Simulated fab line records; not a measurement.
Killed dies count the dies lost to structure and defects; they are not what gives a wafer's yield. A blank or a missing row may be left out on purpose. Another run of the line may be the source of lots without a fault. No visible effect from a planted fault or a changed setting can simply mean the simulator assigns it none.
Chamber matching -- flow sky130 -- rie si-01 running SKY_FIELD_ISO_ETCH_17: 4 sister chambers
The step etches Si in HBr/Cl2/O2, target depth 342 nm, time 97.7 s. 16 wafers are shown with their chamber, then 8 later ones without.

EACH WAFER AND ITS CHAMBER
wafer,chamber,drypump motor current A (A),rf fwd power W (W),oes product au (a.u.)
L223.1,1,5.0,591.8,1.009
L223.4,0,5.6,596.8,1.000
L223.5,1,5.0,591.6,1.018
L225.1,3,6.0,593.4,0.997
L225.3,1,5.0,594.9,1.011
L225.5,0,5.7,597.4,0.994
L233.2,1,4.9,592.2,1.016
L233.3,2,6.1,598.7,1.004
L233.4,0,5.7,597.5,1.004
L236.1,2,6.1,601.5,1.005
L236.5,2,6.1,596.8,1.004
L236.6,1,4.9,594.3,1.010
L238.1,2,6.1,595.4,1.013
L238.2,3,5.9,595.0,1.008
L238.5,1,4.9,592.0,1.010
L240.1,1,5.0,594.1,1.012

SIGNATURES (means of the wafers above)
reading,chamber 0,chamber 1,chamber 2,chamber 3,scatter within a chamber
drypump motor current A,5.667,4.957,6.100,5.950,0.049
rf fwd power W,597.233,592.986,598.100,594.200,1.68
oes product au,0.99933,1.01229,1.00650,1.00250,0.00445
Rule: for a wafer and a chamber, the distance is found by dividing, reading by reading, the gap between the wafer's reading and the chamber's mean by the reading's scatter, squaring, summing and taking the root. The wafer belongs to the nearest chamber; if the next one is less than 2 further off, it can't be placed. How the scatter is found: for the shown wafers, subtract from each reading the mean of its chamber, square and add these, divide the total by (wafers less chambers), then take the root.

WAFERS WHOSE CHAMBER IS MISSING
wafer,drypump motor current A (A),rf fwd power W (W),oes product au (a.u.)
L240.5,5.6,594.1,0.993
L240.6,6.0,596.9,0.997
L244.1,6.1,597.0,1.012
L244.4,5.6,597.7,1.003
L244.6,6.1,600.5,1.007
L245.1,6.1,595.0,1.007
L245.4,6.0,591.2,0.997
L245.6,6.0,593.1,1.000

EACH ONE'S CHAMBER
wafer,from the rows above,in truth
L240.5,0,0
L240.6,can't be placed: 3 or 2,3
L244.1,2,2
L244.4,0,0
L244.6,2,2
L245.1,can't be placed: 2 or 3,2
L245.4,3,3
L245.6,3,3
Correctly placed: 6 of 8. From these rows, 2 cannot be placed; in 2 the true chamber is one of the candidates. Placed wrongly: 0.
